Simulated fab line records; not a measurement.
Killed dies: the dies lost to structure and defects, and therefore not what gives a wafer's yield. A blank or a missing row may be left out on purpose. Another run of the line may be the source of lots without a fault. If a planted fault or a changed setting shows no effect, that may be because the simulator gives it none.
Problem report in the 8D (eight disciplines) form, filled by code    flow sky130    the parts of the form that need people (team, actions taken, sign-off) are left out

1. WHAT IS WRONG
Wafers without a fault read 0.998 a.u., standard deviation 0.01; oes product au at SKY_FIELD_ISO_ETCH_17 reads a mean of 0.880 a.u. on 3 wafers belonging to 3 lots. Relative to the usual mean, that is a shift of -12 standard deviations.
The step: etches Si in HBr/Cl2/O2, target depth 342 nm, time 97.7 s.
Seen first at day 3 18:14 on rie si-01, wafer L387.4. The record has a number at this step for 18 wafers belonging to 7 lots. The rule behind "out" and "out of limits": a value lying over 4 standard deviations away from the usual mean. The other wafers with a number count as sound.

2. WHAT IT IS; WHAT IT IS NOT
question                     is                                  is not
which readings at this step  oes product au, throttle valve pct  bias w, drypump motor current A, he backside leak sccm
which lots                   L387, L389, L390                    L382, L398, L401, L403
which wafers of those lots   L387.4, L389.4, L390.4              L387.1, L389.1, L390.1
read on which tools          rie si-01                           rie si-02
when                         from day 3 18:14                    up to then (4 sound wafers); but 11 sound wafers of L389, L390, L398, L401, L403 came after

3. WHAT RULES OUT EACH SUSPECT
Counting: a tool at a process step up to the reading stays a suspect if it ran every lot that is out. Sound lots after the first of them don't rule it out here, since some wafers of a struck lot are sound.
- rie si-01 at SKY_FIELD_ISO_ETCH_17 (etches Si in HBr/Cl2/O2, target depth 342 nm, time 97.7 s): kept. It processed each lot that is out (first: L387, day 3 18:14); up to then, its last sound lot is L382 (day 2 19:13). Its own oes product au, throttle valve pct readings are out on those wafers.
- At SKY_FIELD_ISO_ETCH_17, inside rie si-01: chamber 0 took the wafers that are out, while their sound lot-mates went through chambers 1, 3.
After counting, what remains is rie si-01 at SKY_FIELD_ISO_ETCH_17.

4. THE CAUSE (what the simulator had put in)
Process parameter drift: rie si-01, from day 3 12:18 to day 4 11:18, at SKY_FIELD_ISO_ETCH_17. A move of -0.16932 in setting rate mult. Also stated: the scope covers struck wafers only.
Counting left only this tool.

5. THE EFFECT CHAIN, in route order
Each row: a reading where the mean over the struck wafers with a number is more than 3 standard deviations away from the usual. Readings are gone through only where the record gives a usual standard deviation; hours: the median, over the lots, of the time from a lot's start at the first step in this table giving one to that lot's start at this step; sigmas: the change measured in usual standard deviations.
hours  step                   reading             usual       on struck wafers  change  sigmas
0      SKY_FIELD_ISO_ETCH_17  oes product au      0.998 a.u.  0.880             -0.118  -12
0      SKY_FIELD_ISO_ETCH_17  throttle valve pct  25.657 %    25.738            +0.081  +8.1
Process steps it contains:
- SKY_FIELD_ISO_ETCH_17: etches Si in HBr/Cl2/O2, target depth 342 nm, time 97.7 s.
Later steps that measure or inspect, where all struck wafers having a row at the step show a number for every such reading and not one has moved that far: SKY_FIELD_ISO_THK_MEAS_23, SKY_FIELD_ISO_THK_MEAS_25.

6. HOW IT WOULD HAVE BEEN CAUGHT EARLIER
In this record no reading fell out of limits until day 3 18:14, 6 hours after the fault had begun at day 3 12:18.
